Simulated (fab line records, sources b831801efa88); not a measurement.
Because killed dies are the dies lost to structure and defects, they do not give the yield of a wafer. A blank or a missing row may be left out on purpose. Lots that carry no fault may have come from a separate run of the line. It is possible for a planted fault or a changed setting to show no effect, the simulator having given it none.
fab line records	flow sky130
[record] lots = 5	wafers = 15	last-day = 49
route steps=708 shown LDD_N@247 LDD_P@255 LDD_HVN@267 LDD_HVP@278 PAD_OPEN@708
lots that met no fault: taken from a fault-free run of the same line
start-h: start of the lot's first displayed wafer, in hours after the record's first day	wait-h: hours from the lot's prior step to this one	" unchanged from the row above	L1.1+2: a row that stands for several wafers	- either no value or no given start	* or withheld: withheld	< > ~ a bound
route shown NAME@n: names a module that has steps shown in the file, with the first one's number in the route	usual: mean/standard deviation of fault-free wafers	same: alike in all rows	chamber/n: place in a boat	sites: each site's reading	_std_site: their standard deviation	_edge_site: mean of outer sites minus mean of inner sites	radius-mm: how far each site lies from the wafer's centre	mask NAME#n: copy n	behind: the tool/chamber that last shaped the wafer	hold: why the lot was held/for how many hours/how that ended	device: which transistor (n, p or np) failed to switch	end of line: the tests these same wafers got at the end of their route	a step given without rows: its recipe and nothing more	killed: dies lost to structure and defects at the first sort, not the wafer's yield	map: dies across one wafer; x = killed, . = not, _ = none there
set.NAME: the setting the step ran with; set.NAME@STEP: the setting that earlier step ran with	model.NAME: the simulator's own value behind a step, which no gauge read
lots at some steps of the route; a table a step, a row a wafer
services: a tool's chamber out of use, with start hour (start-h, from the record's first day; less than 0 if before it), hours out, and reason
[[steps]]
[step SKY_LDD_N_IMPLANT_10]
[recipe] species = As	energy-kev = 20	dose-cm2 = 7.5e+13	tilt-deg = withheld	rotation-deg = 203
[step SKY_LDD_N_IMPLANT_11]
[recipe] species = As	energy-kev = 20	dose-cm2 = 7.5e+13	tilt-deg = withheld	rotation-deg = 293
[step SKY_LDD_N_IMPLANT_12]
[recipe] species = BF2	energy-kev = 50	dose-cm2 = 5e+12	tilt-deg = 30	rotation-deg = 0
[step SKY_LDD_N_IMPLANT_13]
[recipe] species = BF2	energy-kev = 50	dose-cm2 = 5e+12	tilt-deg = 30	rotation-deg = 90
[step SKY_LDD_N_IMPLANT_14]
[recipe] species = BF2	energy-kev = 50	dose-cm2 = 5e+12	tilt-deg = 30	rotation-deg = 180
[step SKY_LDD_N_IMPLANT_15]
[recipe] species = BF2	energy-kev = 50	dose-cm2 = 5e+12	tilt-deg = 30	rotation-deg = 270
[step SKY_LDD_N_STRIP_16]
[recipe] chemistry = O2/N2	power-w = 1400	pressure-mtorr = 1500	platen-temp-c = withheld	o2-flow-sccm = 3000	n2-flow-sccm = 300	overash-fraction = 0.5
[usual] drypump-motor-current-A = 5.6/0.36	n2-flow-sccm = 300.0/0.82	oes-product-au = 0.406/0.0046	strip-time-to-endpoint-s = 4.320/0.017
lot.wafer	tool	chamber	start-h	wait-h	drypump-motor-current-A	n2-flow-sccm	oes-product-au	rf-hours-counter-h	strip-time-to-endpoint-s
L938.2	plasma-asher-01	1	439.76	0.1	5.8	300.8	0.409	31	4.355
L938.3	"	1	"	"	5.8	300.5	0.408	-	4.324
L938.6	"	1	"	"	5.8	299.7	0.414	-	4.335
L946.1	plasma-asher-03	0	506.58	0.1	6.0	300.4	0.411	81	4.305
L946.4	"	1	"	"	5.9	300.5	0.411	-	4.327
L946.6	"	1	"	"	5.8	300.4	0.397	-	4.316
L948.2	plasma-asher-04	1	527.11	0.1	5.0	299.0	0.405	10	4.298
L948.3	"	0	"	"	5.8	298.6	0.410	-	4.323
L948.6	"	0	"	"	5.8	298.3	0.413	-	4.321
L954.1	plasma-asher-04	1	574.31	0.1	5.0	300.4	0.406	15	4.344
L954.2	"	0	"	"	5.7	300.3	0.400	15	4.313
L954.6	"	1	"	"	5.1	298.8	0.406	-	4.320
L955.1	plasma-asher-04	1	579.03	0.1	5.0	300.9	0.407	15	4.307
L955.3	"	0	"	"	5.7	300.7	0.406	-	4.318
L955.6	"	0	"	"	5.7	299.6	0.404	-	4.307
[step SKY_LDD_N_TW_MEAS_17]
[usual] LDD_N_TW = 2574/25
lot.wafer	tool	chamber	start-h	wait-h	LDD_N_TW
L938.2	film-metro-01	-	439.87	0.1	2574
L938.3	"	-	"	"	2584
L938.6	"	-	"	"	2584
L946.1	film-metro-01	-	506.68	0.1	2582
L946.4	"	-	"	"	2597
L946.6	"	-	"	"	2589
L948.2	film-metro-03	-	527.22	0.1	2604
L948.3	"	-	"	"	2598
L948.6	"	-	"	"	2576
L954.1	film-metro-01	-	574.41	0.1	2573
L954.2	"	-	"	"	2566
L954.6	"	-	"	"	2580
L955.1	film-metro-02	-	579.13	0.1	2520
L955.3	"	-	"	"	2537
L955.6	"	-	"	"	2527
[step SKY_LDD_P_DEHYDRATE_00]
[recipe] temp-c = 200	time-s = 60
[step SKY_LDD_P_HMDS_01]
[recipe] prime-time-s = 60	prime-temp-c = 120
[step SKY_LDD_P_COAT_02]
[recipe] resist = NOVOLAK	spin-rpm = 3000	resist-thk-nm = 1140
[step SKY_LDD_P_SOFTBAKE_03]
[recipe] temp-c = 90	time-s = 60	resist = NOVOLAK
[step SKY_LDD_P_EXPOSE_04]
[recipe] mask-id = PSDM	na = 0.6	source-shape = conventional	sigma-outer = 0.6	polarization = unpolarized	target-cd-nm = 380	dose-mj = 138
[usual] exposure-dose-mJ-cm2 = 137.93/0.15
lot.wafer	tool	chamber	start-h	wait-h	mask	exposure-dose-mJ-cm2
L938.2	iline-stepper-02	0	455.49	-	PSDM#0	137.94
L938.3	"	0	"	"	PSDM#0	137.97
L938.6	"	0	"	"	PSDM#0	138.03
L946.1	iline-stepper-01	0	522.40	-	HVPTM#0	137.85
L946.4	"	0	"	"	HVPTM#0	137.77
L946.6	"	0	"	"	HVPTM#0	137.73
L948.2	iline-stepper-01	0	542.13	-	PSDM#0	137.73
L948.3	"	0	"	"	PSDM#0	137.68
L948.6	"	0	"	"	PSDM#0	137.82
L954.1	iline-stepper-02	0	589.11	-	PSDM#0	138.21
L954.2	"	0	"	"	PSDM#0	138.08
L954.6	"	0	"	"	PSDM#0	138.38
L955.1	iline-stepper-02	0	592.85	-	PSDM#0	137.91
L955.3	"	0	"	"	PSDM#0	138.01
L955.6	"	0	"	"	PSDM#0	137.99
[step SKY_LDD_P_PEB_05]
[recipe] temp-c = withheld	time-s = *	resist = NOVOLAK
[step SKY_LDD_P_DEVELOP_06]
[recipe] resist = NOVOLAK	developer = TMAH	develop-time-s = 60	dev-temp-c = 23
[step SKY_LDD_P_CD_MEAS_07]
[recipe] target-cd-nm = 380
[usual] cd-nm = 379.2/2.7
lot.wafer	tool	chamber	start-h	wait-h	cd-nm
L938.2	cd-sem-02	-	470.83	0.1	379.2
L938.3	"	-	"	"	381.3
L938.6	"	-	"	"	376.5
L946.1	cd-sem-01	-	537.05	0.1	-
L946.4	"	-	"	"	-
L946.6	"	-	"	"	-
L948.2	cd-sem-01	-	557.28	0.1	377.4
L948.3	"	-	"	"	374.7
L948.6	"	-	"	"	379.3
L954.1	cd-sem-01	-	603.50	0.1	380.6
L954.2	"	-	"	"	376.2
L954.6	"	-	"	"	379.6
L955.1	cd-sem-02	-	607.55	0.1	382.9
L955.3	"	-	"	"	384.2
L955.6	"	-	"	"	383.4
[step SKY_LDD_P_OVL_MEAS_08]
[usual] LDD_P_OVL = -0.1/1.2
lot.wafer	tool	chamber	start-h	wait-h	LDD_P_OVL[nm]
L938.2	overlay-02	-	470.93	0.1	-0.1
L938.3	"	-	"	"	-1.7
L938.6	"	-	"	"	2.3
L946.1	overlay-02	-	537.17	0.1	-
L946.4	"	-	"	"	-
L946.6	"	-	"	"	-
L948.2	overlay-02	-	557.38	0.1	-2.3
L948.3	"	-	"	"	-0.3
L948.6	"	-	"	"	0.4
L954.1	overlay-02	-	603.63	0.1	-0.4
L954.2	"	-	"	"	-0.9
L954.6	"	-	"	"	-0.8
L955.1	overlay-02	-	607.67	0.1	2.2
L955.3	"	-	"	"	1.0
L955.6	"	-	"	"	1.4
[step SKY_LDD_P_IMPLANT_09]
[recipe] species = BF2	energy-kev = 25	dose-cm2 = 1e+13	tilt-deg = withheld
[step SKY_LDD_P_STRIP_10]
[recipe] chemistry = O2/N2	power-w = 1400	pressure-mtorr = 1500	platen-temp-c = withheld	o2-flow-sccm = 3000	n2-flow-sccm = 300	overash-fraction = 0.5
[usual] drypump-motor-current-A = 5.79/0.29	n2-flow-sccm = 299.9/0.79	oes-product-au = 0.716/0.0052	strip-time-to-endpoint-s = 14.19/0.048
lot.wafer	tool	chamber	start-h	wait-h	drypump-motor-current-A	n2-flow-sccm	oes-product-au	rf-hours-counter-h	strip-time-to-endpoint-s
L938.2	plasma-asher-04	1	471.11	0.1	5.01	300.5	0.710	4	14.21
L938.3	"	0	"	"	5.74	300.9	0.716	-	14.17
L938.6	"	0	"	"	5.73	300.1	0.715	-	14.21
L946.1	plasma-asher-02	0	537.35	0.1	6.05	299.7	0.726	67	14.19
L946.4	"	1	"	"	5.69	299.0	0.720	-	14.17
L946.6	"	0	"	"	6.06	300.5	0.722	-	14.22
L948.2	plasma-asher-02	1	557.56	0.1	5.68	298.5	0.717	69	14.23
L948.3	"	0	"	"	6.04	300.3	0.719	-	14.18
L948.6	"	0	"	"	6.03	299.4	0.714	-	14.22
L954.1	plasma-asher-03	0	603.81	0.1	5.96	300.1	0.716	91	14.23
L954.2	"	1	"	"	5.85	299.9	0.725	91	14.16
L954.6	"	0	"	"	5.98	301.0	0.706	-	14.22
L955.1	plasma-asher-03	1	607.85	0.1	5.84	300.9	0.712	91	14.18
L955.3	"	0	"	"	5.96	300.9	0.723	-	14.11
L955.6	"	0	"	"	5.96	301.1	0.718	-	14.14
[step SKY_LDD_P_TW_MEAS_11]
[usual] LDD_P_TW = 633/7.7
lot.wafer	tool	chamber	start-h	wait-h	LDD_P_TW
L938.2	film-metro-03	-	471.22	0.1	636
L938.3	"	-	"	"	637
L938.6	"	-	"	"	637
L946.1	film-metro-04	-	537.45	0.1	30
L946.4	"	-	"	"	30
L946.6	"	-	"	"	30
L948.2	film-metro-02	-	557.67	0.1	626
L948.3	"	-	"	"	628
L948.6	"	-	"	"	625
L954.1	film-metro-04	-	603.91	0.1	646
L954.2	"	-	"	"	645
L954.6	"	-	"	"	643
L955.1	film-metro-04	-	607.95	0.1	641
L955.3	"	-	"	"	641
L955.6	"	-	"	"	642
[step SKY_LDD_HVN_DEHYDRATE_00]
[recipe] temp-c = 200	time-s = 60
[step SKY_LDD_HVN_HMDS_01]
[recipe] prime-time-s = 60	prime-temp-c = 120
[step SKY_LDD_HVN_COAT_02]
[recipe] resist = NOVOLAK	spin-rpm = 3000	resist-thk-nm = 300
[step SKY_LDD_HVN_SOFTBAKE_03]
[recipe] temp-c = 90	time-s = 60	resist = NOVOLAK
[step SKY_LDD_HVN_EXPOSE_04]
[recipe] mask-id = HVNTM	na = 0.6	source-shape = conventional	sigma-outer = 0.6	polarization = unpolarized	target-cd-nm = 700	dose-mj = 127
[step SKY_LDD_HVN_PEB_05]
[recipe] temp-c = withheld	time-s = *	resist = NOVOLAK
[step SKY_LDD_HVN_DEVELOP_06]
[recipe] resist = NOVOLAK	developer = TMAH	develop-time-s = 60	dev-temp-c = 23
[step SKY_LDD_HVN_OVL_MEAS_07]
[usual] LDD_HVN_OVL = 0.4/1.4
lot.wafer	tool	chamber	start-h	wait-h	LDD_HVN_OVL[nm]
L938.2	overlay-01	-	502.10	0.1	0.3
L938.3	"	-	"	"	-0.2
L938.6	"	-	"	"	1.6
L946.1	overlay-02	-	567.62	0.1	1.0
L946.4	"	-	"	"	0.3
L946.6	"	-	"	"	0.2
L948.2	overlay-01	-	587.25	0.1	1.5
L948.3	"	-	"	"	-2.0
L948.6	"	-	"	"	-0.1
L954.1	overlay-02	-	632.26	0.1	-0.4
L954.2	"	-	"	"	-2.2
L954.6	"	-	"	"	-0.2
L955.1	overlay-01	-	636.56	0.1	-0.7
L955.3	"	-	"	"	0.3
L955.6	"	-	"	"	-0.6
[step SKY_LDD_HVN_IMPLANT_08]
[recipe] species = P	energy-kev = 60	dose-cm2 = 3e+13	tilt-deg = 40
[step SKY_LDD_HVN_STRIP_09]
[recipe] chemistry = O2/N2	power-w = 1400	pressure-mtorr = 1500	platen-temp-c = withheld	o2-flow-sccm = 3000	n2-flow-sccm = 300	overash-fraction = 0.5
[usual] drypump-motor-current-A = 5.79/0.23	n2-flow-sccm = 299.7/0.88	oes-product-au = 0.409/0.0045	strip-time-to-endpoint-s = 4.133/0.014
lot.wafer	tool	chamber	start-h	wait-h	drypump-motor-current-A	n2-flow-sccm	oes-product-au	rf-hours-counter-h	strip-time-to-endpoint-s
L938.2	plasma-asher-02	0	502.28	0.1	6.00	299.6	0.409	63	4.141
L938.3	"	1	"	"	5.69	300.4	0.399	-	4.142
L938.6	"	0	"	"	6.06	301.4	0.407	-	4.141
L946.1	plasma-asher-01	0	567.81	0.1	5.86	301.0	0.409	45	4.145
L946.4	"	1	"	"	5.78	299.4	0.401	-	4.150
L946.6	"	1	"	"	5.79	298.8	0.417	-	4.166
L948.2	plasma-asher-04	1	587.43	0.1	5.01	300.4	0.408	16	4.105
L948.3	"	0	"	"	5.76	299.2	0.418	-	4.113
L948.6	"	0	"	"	5.75	300.2	0.409	-	4.128
L954.1	plasma-asher-01	0	632.44	0.1	5.86	300.6	0.408	51	4.160
L954.2	"	1	"	"	5.83	300.5	0.408	51	4.150
L954.6	"	0	"	"	5.85	299.5	0.410	-	4.151
L955.1	plasma-asher-01	0	636.74	0.1	5.87	300.8	0.407	52	4.112
L955.3	"	0	"	"	5.88	299.8	0.416	-	4.117
L955.6	"	1	"	"	5.81	300.0	0.408	-	4.111
[step SKY_LDD_HVN_TW_MEAS_10]
[usual] LDD_HVN_TW = 1442/7.5
lot.wafer	tool	chamber	start-h	wait-h	LDD_HVN_TW
L938.2	film-metro-04	-	502.39	0.1	1432
L938.3	"	-	"	"	1439
L938.6	"	-	"	"	1433
L946.1	film-metro-01	-	567.91	0.1	1434
L946.4	"	-	"	"	1441
L946.6	"	-	"	"	1431
L948.2	film-metro-01	-	587.54	0.1	1425
L948.3	"	-	"	"	1437
L948.6	"	-	"	"	1430
L954.1	film-metro-01	-	632.54	0.1	1448
L954.2	"	-	"	"	1434
L954.6	"	-	"	"	1451
L955.1	film-metro-03	-	636.84	0.1	1450
L955.3	"	-	"	"	1442
L955.6	"	-	"	"	1445
[step SKY_LDD_HVP_DEHYDRATE_00]
[recipe] temp-c = 200	time-s = 60
[step SKY_LDD_HVP_HMDS_01]
[recipe] prime-time-s = 60	prime-temp-c = 120
[step SKY_LDD_HVP_COAT_02]
[recipe] resist = NOVOLAK	spin-rpm = 3000	resist-thk-nm = 300
[step SKY_LDD_HVP_SOFTBAKE_03]
[recipe] temp-c = 90	time-s = 60	resist = NOVOLAK
[step SKY_LDD_HVP_EXPOSE_04]
[recipe] mask-id = HVPTM	na = 0.6	source-shape = conventional	sigma-outer = 0.6	polarization = unpolarized	target-cd-nm = 700	dose-mj = 86
[step SKY_LDD_HVP_PEB_05]
[recipe] temp-c = withheld	time-s = *	resist = NOVOLAK
[step SKY_LDD_HVP_DEVELOP_06]
[recipe] resist = NOVOLAK	developer = TMAH	develop-time-s = 60	dev-temp-c = 23
[step SKY_LDD_HVP_OVL_MEAS_07]
[usual] LDD_HVP_OVL = -0.1/1.6
lot.wafer	tool	chamber	start-h	wait-h	LDD_HVP_OVL[nm]
L938.2	overlay-01	-	532.01	0.1	-1.3
L938.3	"	-	"	"	1.7
L938.6	"	-	"	"	-0.6
L946.1	overlay-01	-	597.06	0.1	0.3
L946.4	"	-	"	"	0.0
L946.6	"	-	"	"	0.6
L948.2	overlay-02	-	615.68	0.1	-0.2
L948.3	"	-	"	"	-0.5
L948.6	"	-	"	"	0.5
L954.1	overlay-01	-	660.26	0.1	-1.3
L954.2	"	-	"	"	-1.4
L954.6	"	-	"	"	-1.0
L955.1	overlay-01	-	664.62	0.1	1.2
L955.3	"	-	"	"	3.3
L955.6	"	-	"	"	0.6
[step SKY_LDD_HVP_IMPLANT_08]
[recipe] species = B	energy-kev = 20	dose-cm2 = 1.7e+13	tilt-deg = 17.9
[step SKY_LDD_HVP_STRIP_09]
[recipe] chemistry = O2/N2	power-w = 1400	pressure-mtorr = 1500	platen-temp-c = withheld	o2-flow-sccm = 3000	n2-flow-sccm = 300	overash-fraction = 0.5
[usual] drypump-motor-current-A = 5.88/0.092	n2-flow-sccm = 299.9/0.86	oes-product-au = 0.409/0.0043	strip-time-to-endpoint-s = 4.133/0.015
lot.wafer	tool	chamber	start-h	wait-h	drypump-motor-current-A	n2-flow-sccm	oes-product-au	rf-hours-counter-h	strip-time-to-endpoint-s
L938.2	plasma-asher-01	1	532.19	0.1	5.82	302.4	0.404	41	4.168
L938.3	"	1	"	"	5.81	300.3	0.417	-	4.153
L938.6	"	0	"	"	5.85	300.4	0.405	-	4.147
L946.1	plasma-asher-02	0	597.24	0.1	6.00	300.3	0.408	72	4.119
L946.4	"	1	"	"	5.72	299.8	0.406	-	4.125
L946.6	"	0	"	"	6.05	297.8	0.412	-	4.144
L948.2	plasma-asher-01	1	615.86	0.1	5.83	300.2	0.411	50	4.131
L948.3	"	1	"	"	5.83	300.3	0.408	-	4.107
L948.6	"	1	"	"	5.80	300.7	0.416	-	4.127
L954.1	plasma-asher-01	0	660.44	0.1	5.86	301.0	0.406	54	4.127
L954.2	"	1	"	"	5.78	300.9	0.407	54	4.091
L954.6	"	1	"	"	5.81	301.0	0.401	-	4.111
L955.1	plasma-asher-01	1	664.81	0.1	5.79	299.7	0.411	54	4.130
L955.3	"	0	"	"	5.83	299.7	0.413	-	4.145
L955.6	"	1	"	"	5.80	300.6	0.405	-	4.157
[step SKY_LDD_HVP_TW_MEAS_10]
[usual] LDD_HVP_TW = 456/4.9
lot.wafer	tool	chamber	start-h	wait-h	LDD_HVP_TW
L938.2	film-metro-01	-	532.30	0.1	457
L938.3	"	-	"	"	457
L938.6	"	-	"	"	456
L946.1	film-metro-01	-	597.34	0.1	697
L946.4	"	-	"	"	698
L946.6	"	-	"	"	695
L948.2	film-metro-04	-	615.97	0.1	464
L948.3	"	-	"	"	462
L948.6	"	-	"	"	463
L954.1	film-metro-02	-	660.54	0.1	447
L954.2	"	-	"	"	447
L954.6	"	-	"	"	450
L955.1	film-metro-01	-	664.91	0.1	458
L955.3	"	-	"	"	458
L955.6	"	-	"	"	457
[step SKY_PAD_OPEN_PROBE_99]
[usual] killed_at_M0_to_M3 = 41/6.2	killed_at_M4_up = 3.0/1.7	killed-at-contacts = 25/5.8	killed-at-front-end = 16/4.5	killed-at-other = 0.2/0.42	killed-dies = 85/8.4	killed-on-rim = 17/4.1	killed-open = 46/5.9	killed-short = 39/6.3
[same] gross-dies = 492	killed-at-back-side = 0
lot.wafer	tool	chamber	start-h	wait-h	killed_at_M0_to_M3	killed_at_M4_up	killed-at-contacts	killed-at-front-end	killed-at-other	killed-dies	killed-on-rim	killed-open	killed-short
L938.2	prober-01	-	1102.53	0.1	41	1	35	14	0	91	18	52	39
L938.3	prober-01	-	1102.58	0.2	43	4	30	17	0	94	16	47	47
L938.6	prober-01	-	1102.73	0.2	44	2	30	19	0	95	18	54	41
L946.1	prober-01	-	1145.96	0.1	47	2	27	416	0	492	96	50	42
L946.4	prober-01	-	1146.11	0.2	41	7	23	421	0	492	96	48	44
L946.6	prober-01	-	1146.21	0.2	41	3	20	428	0	492	96	55	32
L948.2	prober-01	-	1159.91	0.1	38	2	20	14	0	74	8	45	28
L948.3	prober-01	-	1159.96	0.2	32	5	32	18	1	88	15	52	35
L948.6	prober-01	-	1160.11	0.2	51	1	28	14	0	94	18	48	46
// killed by level:class
L938.2 CONTACT:geometric-particle:open=12 CONTACT:geometric-particle:short=12 VIA2:geometric-particle:open=10 VIA1:geometric-particle:open=9 VIA1:geometric-particle:short=7 LI_CONTACT:geometric-particle:open=6 FIELD_ISO:geometric-particle:open=5 METAL1:geometric-particle:short=4
L938.3 CONTACT:geometric-particle:open=11 METAL1:geometric-particle:short=9 LI_CONTACT:geometric-particle:open=7 VIA3:geometric-particle:open=7 FIELD_ISO:geometric-particle:open=6 LOCAL_INTERCONNECT:geometric-particle:short=6 FIELD_ISO:geometric-particle:short=5 CONTACT:geometric-particle:short=5
L938.6 CONTACT:geometric-particle:open=14 VIA1:geometric-particle:open=11 POLY_GATE:geometric-particle:short=6 VIA2:geometric-particle:open=6 LI_CONTACT:geometric-particle:open=5 LOCAL_INTERCONNECT:geometric-particle:short=5 METAL1:geometric-particle:short=5 METAL3:geometric-particle:short=5
L946.1 LDD_P:area-expose=400 VIA1:geometric-particle:open=14 CONTACT:geometric-particle:open=11 VIA1:geometric-particle:short=7 VIA2:geometric-particle:open=7 FIELD_ISO:geometric-particle:short=6 FIELD_ISO:geometric-particle:open=4 LOCAL_INTERCONNECT:geometric-particle:short=4
L946.4 LDD_P:area-expose=400 CONTACT:geometric-particle:open=10 VIA1:geometric-particle:open=9 FIELD_ISO:geometric-particle:open=7 METAL4:geometric-particle:short=7 LI_CONTACT:geometric-particle:open=6 VIA3:geometric-particle:open=6 METAL2:geometric-particle:short=6
L946.6 LDD_P:area-expose=405 FIELD_ISO:geometric-particle:open=13 VIA1:geometric-particle:open=11 CONTACT:geometric-particle:open=9 VIA3:geometric-particle:open=7 LI_CONTACT:geometric-particle:open=6 FIELD_ISO:geometric-particle:short=5 VIA1:geometric-particle:short=5
L948.2 VIA1:geometric-particle:open=8 LI_CONTACT:geometric-particle:open=7 CONTACT:geometric-particle:open=7 VIA3:geometric-particle:open=6 VIA2:geometric-particle:open=5 FIELD_ISO:geometric-particle:open=4 FIELD_ISO:geometric-particle:short=4 METAL1:geometric-particle:short=4
L948.3 CONTACT:geometric-particle:open=12 LI_CONTACT:geometric-particle:open=9 VIA1:geometric-particle:open=7 VIA3:geometric-particle:open=6 CONTACT:geometric-particle:short=5 METAL1:geometric-particle:short=5 METAL4:geometric-particle:short=5 POLY_GATE:geometric-particle:short=4
L948.6 LI_CONTACT:geometric-particle:open=12 VIA1:geometric-particle:open=10 METAL2:geometric-particle:short=8 METAL3:geometric-particle:short=8 CONTACT:geometric-particle:open=7 METAL1:geometric-particle:short=6 LOCAL_INTERCONNECT:geometric-particle:short=5 VIA1:geometric-particle:short=5
// map L946.1 (x killed, . not)
__________xxxxxxxxxx_________
________xxxxxxxxxxxxxx_______
______xxxxxxxxxxxxxxxxxx_____
_____xxxxxxxxxxxxxxxxxxxx____
____xxxxxxxxxxxxxxxxxxxxxx___
___xxxxxxxxxxxxxxxxxxxxxxxx__
__xxxxxxxxxxxxxxxxxxxxxxxxxx_
_xxxxxxxxxxxxxxxxxxxxxxxxxxxx
_xxxxxxxxxxxxxxxxxxxxxxxxxxxx
_xxxxxxxxxxxxxxxxxxxxxxxxxxxx
_xxxxxxxxxxxxxxxxxxxxxxxxxxxx
_xxxxxxxxxxxxxxxxxxxxxxxxxxxx
_xxxxxxxxxxxxxxxxxxxxxxxxxxxx
_xxxxxxxxxxxxxxxxxxxxxxxxxxxx
_xxxxxxxxxxxxxxxxxxxxxxxxxxxx
__xxxxxxxxxxxxxxxxxxxxxxxxxx_
___xxxxxxxxxxxxxxxxxxxxxxxx__
____xxxxxxxxxxxxxxxxxxxxxx___
_____xxxxxxxxxxxxxxxxxxxx____
______xxxxxxxxxxxxxxxxxx_____
________xxxxxxxxxxxxxx_______
__________xxxxxxxxxx_________
// map L948.6 (x killed, . not)
__________.....x...._________
________..x..x..x..x.._______
______..x..........xx..._____
_____....x..x.x.x.x......____
____....x..........x...xx.___
___...x.x.......x...x..x...__
__...x..x...xx....x...x....x_
_.....................xx..xx.
_.x.....x......x..x.x...x....
_x....x...........x......x..x
_..x...xxx...xx......x.......
_x..x...x.....x..............
_..........x..........x.x....
_........x.x.............x...
_.........x..................
__.xx.....x............x...._
___..xx...x..x.x..x......x.__
____.x.......x.........x..___
_____...x......x......xx.____
______....xxx.x.xxxx...._____
________xx..x...x....x_______
__________......x..._________
[[services]]
tool	chamber	start-h	hours	kind
plasma-asher-02	-	418.67	15.6	pm
plasma-asher-04	-	421.25	9.0	pm
plasma-asher-04	0	421.25	9.0	vent-cycle
plasma-asher-04	1	421.25	9.0	vent-cycle
plasma-asher-04	0	430.25	-	clean
plasma-asher-04	1	430.25	-	clean
iline-stepper-02	-	437.37	7.9	repair
iline-stepper-01	-	442.92	10.1	repair
iline-stepper-02	-	453.02	1.7	pm
plasma-asher-03	-	463.42	3.6	repair
plasma-asher-03	-	485.36	4.7	repair
iline-stepper-02	-	487.26	4.5	repair
plasma-asher-03	-	500.66	2.8	pm
iline-stepper-01	-	532.16	4.1	repair
iline-stepper-01	-	539.05	2.1	repair
plasma-asher-01	-	542.74	1.5	repair
iline-stepper-02	-	549.17	11.5	repair
iline-stepper-02	0	561.15	-	calibration
plasma-asher-02	-	585.15	2.8	pm
iline-stepper-01	-	592.87	1.7	pm
plasma-asher-02	-	599.15	7.2	repair
plasma-asher-01	-	626.76	2.8	pm
plasma-asher-01	-	647.84	2.0	repair
iline-stepper-02	-	662.18	8.9	pm
[[key]]
[first-sign] step = SKY_LDD_P_EXPOSE_04	reading = mask	direction = changed
[effect] step = SKY_LDD_P_CD_MEAS_07	reading = cd-nm	direction = missing
[effect] step = SKY_LDD_P_OVL_MEAS_08	reading = LDD_P_OVL	direction = missing
[effect] step = SKY_LDD_P_TW_MEAS_11	reading = LDD_P_TW	direction = down	sigmas = 78	usual = 633	struck = 30
[effect] step = SKY_LDD_HVP_TW_MEAS_10	reading = LDD_HVP_TW	direction = up	sigmas = 49	usual = 456	struck = 697
[effect] step = SKY_PAD_OPEN_PROBE_99	reading = killed-at-front-end	direction = up	sigmas = 90	usual = 16	struck = 422
[more-kills-born-at] SKY_LDD_P_EXPOSE_04@iline-stepper-01 = 1205
met-at SKY_LDD_P_EXPOSE_04
struck-wafers L946.1,L946.4,L946.6
tester-left-out L946
[fault] kind = wrong-mask	tool = any	chamber = -	onset-h = 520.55	steps = SKY_LDD_P_EXPOSE_04	aux-copy = HVPTM#0	scope = struck-lots-only
// tester-left-out: of these lots the tester's yield and bins aren't shown, on N5 and GAA mostly nor the transistor test; their killed dies are dies lost to structure and defects alone, not to doping, threshold or leakage, so they don't give the yield
